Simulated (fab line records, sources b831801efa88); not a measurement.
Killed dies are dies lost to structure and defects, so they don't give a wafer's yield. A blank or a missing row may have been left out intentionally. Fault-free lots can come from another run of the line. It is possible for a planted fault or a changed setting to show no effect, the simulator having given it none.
What tool caused it? | flow sky130 | 7 lots with 21 wafers sampled at 2 steps, on a route of 708 steps

## WHAT THE GAUGES SHOWED, per wafer
SKY_LDD_N_OVL_MEAS_07.
lot  | measured     | on         | LDD_N_OVL (nm)
L170 | day 18 08:41 | overlay-02 | -0.2 -2.0 -2.2
L172 | day 18 20:49 | overlay-01 | -2.7 -1.0 -1.2
L174 | day 20 09:17 | overlay-02 | 0.8 0.1 -0.7
L178 | day 21 21:23 | overlay-01 | -1.8 -1.6 -1.1
L180 | day 22 09:47 | overlay-01 | - - -
L189 | day 25 09:30 | overlay-02 | -2.6 1.6 -0.1
L191 | day 25 23:58 | overlay-02 | -1.5 -0.2 2.1

## EACH LOT AND THE TOOL THAT RAN IT (in order: tool; ch and the chambers of the sampled wafers; start)
lot  | SKY_LDD_N_DEVELOP_06
L170 | litho-track-04 ch 0, day 18 08:32
L172 | litho-track-01 ch 0, day 18 20:41
L174 | litho-track-04 ch 0, day 20 09:10
L178 | litho-track-04 ch 0, day 21 21:14
L180 | litho-track-04, day 22 09:38
L189 | litho-track-02 ch 0, day 25 09:21
L191 | litho-track-01 ch 0, day 25 23:50
- SKY_LDD_N_DEVELOP_06: develop time 60 s.

## THE ANSWER, worked out from the rows above alone
Rule: usual is defined by the lots themselves. Put in order of their means at a reading, lots are off if they are a third of the lots or fewer, leave a main group of 4 or more, and stand apart from it by a gap of 3 or more times the standard deviation of the main group's means; of several such gaps the widest counts. Not used: any main group whose means are identical at the precision the tables above print for the reading. Also off: a lot with no number at a reading for which 4 or more lots have one. Where the step has rows for the other lots, those lots are counted as sound.
Off: at SKY_LDD_N_OVL_MEAS_07 (LDD_N_OVL), L180. Without a number there: L180. For the main group the mean is -0.8 nm and the standard deviation 0.76.
A tool fits if, at a process step before that reading, it ran every lot that is off, and no sound lot after the first of them. Those tools and the gauges at SKY_LDD_N_OVL_MEAS_07 are tried in the same way. Can't be told from this: 2 tools fit, litho-track-04 at SKY_LDD_N_DEVELOP_06, overlay-01 at SKY_LDD_N_OVL_MEAS_07.

## WHAT THE SIMULATOR HAD PUT IN
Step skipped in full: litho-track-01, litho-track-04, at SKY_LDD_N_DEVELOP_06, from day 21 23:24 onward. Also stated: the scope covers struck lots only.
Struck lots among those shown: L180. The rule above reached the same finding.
